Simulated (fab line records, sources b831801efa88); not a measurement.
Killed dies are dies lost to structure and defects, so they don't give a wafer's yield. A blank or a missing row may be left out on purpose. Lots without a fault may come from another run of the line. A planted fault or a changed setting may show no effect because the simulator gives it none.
Which tool did it? | flow gf180mcu | 15 lots, 45 wafers sampled, at 3 steps of a route of 602

WHAT THE GAUGES READ, wafer by wafer
GF_SALICIDE_RS_MEAS_04: measures by four-point-probe. Usual: SALICIDE_TIN_RS 16.2 ohm/sq, standard deviation 0.31.
lot  | measured     | on            | SALICIDE_TIN_RS (ohm/sq) | flag
L127 | day 15 04:09 | film_metro-01 | 16.5 16.8 16.4           |
L129 | day 15 21:23 | film_metro-01 | 16.5 16.5 16.1           |
L132 | day 17 01:24 | film_metro-01 | 16.0 16.5 15.9           |
L134 | day 17 21:45 | film_metro-02 | 16.6 16.0 16.1           |
L135 | day 18 07:21 | film_metro-01 | 16.3 16.7 16.7           |
L136 | day 18 18:51 | film_metro-01 | 16.5 17.0 16.6           |
L137 | day 19 04:41 | film_metro-04 | 16.0 16.2 16.5           |
L140 | day 20 02:38 | film_metro-02 | 16.4 16.5 16.5           |
L141 | day 20 12:44 | film_metro-04 | 15.5 15.7 15.9           |
L142 | day 20 18:57 | film_metro-04 | 16.6 16.8 16.8           |
L144 | day 21 07:50 | film_metro-02 | 16.1 16.1 16.0           |
L146 | day 22 00:10 | film_metro-02 | 16.1 16.2 16.4           |
L147 | day 22 11:22 | film_metro-01 | 16.1 16.5 16.2           |
L148 | day 22 16:28 | film_metro-01 | 16.2 16.1 16.2           |
L150 | day 23 05:58 | film_metro-02 | 16.0 16.0 16.2           |

GF_CONTACT_THK_MEAS_03. Usual: CONTACT_CVD_02_THK 864 nm, standard deviation 14.
lot  | measured     | on            | CONTACT_CVD_02_THK (nm) | flag
L127 | day 15 04:49 | film_metro-04 | 881 881 895             |
L129 | day 15 22:02 | film_metro-01 | 855 856 863             |
L132 | day 17 02:08 | film_metro-01 | 864 847 862             |
L134 | day 17 22:37 | film_metro-03 | 847 873 865             |
L135 | day 18 07:59 | film_metro-04 | 860 888 886             |
L136 | day 18 19:31 | film_metro-03 | 860 871 878             |
L137 | day 19 05:19 | film_metro-03 | 849 850 863             |
L140 | day 20 03:17 | film_metro-01 | 848 838 851             |
L141 | day 20 13:23 | film_metro-04 | 871 865 891             |
L142 | day 20 19:38 | film_metro-04 | 873 872 877             |
L144 | day 21 08:29 | film_metro-03 | 853 877 870             |
L146 | day 22 00:49 | film_metro-04 | 869 863 877             |
L147 | day 22 12:01 | film_metro-03 | 841 879 880             |
L148 | day 22 17:06 | film_metro-03 | 869 883 877             |
L150 | day 23 06:36 | film_metro-01 | 850 858 880             |

WHICH TOOL RAN EACH LOT (tool, then ch and the chambers of the sampled wafers, then the start)
lot  | GF_SALICIDE_SPUTTER_02
L127 | pvd_sputter-04, day 15 04:06
L129 | pvd_sputter-02, day 15 21:19
L132 | pvd_sputter-02, day 17 01:20
L134 | pvd_sputter-02, day 17 21:42
L135 | pvd_sputter-04, day 18 07:17
L136 | pvd_sputter-04, day 18 18:48
L137 | pvd_sputter-01, day 19 04:37
L140 | pvd_sputter-04, day 20 02:35
L141 | pvd_sputter-01, day 20 12:41
L142 | pvd_sputter-04, day 20 18:53
L144 | pvd_sputter-01, day 21 07:46
L146 | pvd_sputter-01, day 22 00:07
L147 | pvd_sputter-01, day 22 11:19
L148 | pvd_sputter-02, day 22 16:23
L150 | pvd_sputter-01, day 23 05:53
- GF_SALICIDE_SPUTTER_02: material Co, target thk 10 nm, time 20 s.

WHAT THE TOOLS THEMSELVES READ (means of the sampled wafers that have a number; where no wafer has one, the mark that the record gives instead)
GF_SALICIDE_SPUTTER_02. Usual: throttle_valve_pct 30.3 %, standard deviation 1.1.
lot  | tool           | throttle_valve_pct (%) | flag
L127 | pvd_sputter-04 | 29.9                   |
L129 | pvd_sputter-02 | 30.2                   |
L132 | pvd_sputter-02 | 30.7                   |
L134 | pvd_sputter-02 | 30.2                   |
L135 | pvd_sputter-04 | 29.6                   |
L136 | pvd_sputter-04 | 30.7                   |
L137 | pvd_sputter-01 | 30.4                   |
L140 | pvd_sputter-04 | 28.9                   |
L141 | pvd_sputter-01 | 30.4                   |
L142 | pvd_sputter-04 | 30.2                   |
L144 | pvd_sputter-01 | 29.3                   |
L146 | pvd_sputter-01 | 30.8                   |
L147 | pvd_sputter-01 | 31.0                   |
L148 | pvd_sputter-02 | 31.4                   |
L150 | pvd_sputter-01 | 30.4                   |

THE ANSWER, worked out from the rows above alone
Rule: a lot is off if the mean of its wafers that have a number lies more than 3 standard deviations from the usual mean. A lot without any number at a reading at which 4 lots or more have one is off too. The other lots that the step has rows for count as sound. The gauges are gone through in route order, then the tools' own readings, and for those a lot's mean is taken as printed above. The first step at which some lot is off is used, and at that step the reading that is off furthest; a lot without a number counts as furthest.
No lot is off at any reading shown: from this, nothing can be told.

WHAT THE SIMULATOR HAD PUT IN
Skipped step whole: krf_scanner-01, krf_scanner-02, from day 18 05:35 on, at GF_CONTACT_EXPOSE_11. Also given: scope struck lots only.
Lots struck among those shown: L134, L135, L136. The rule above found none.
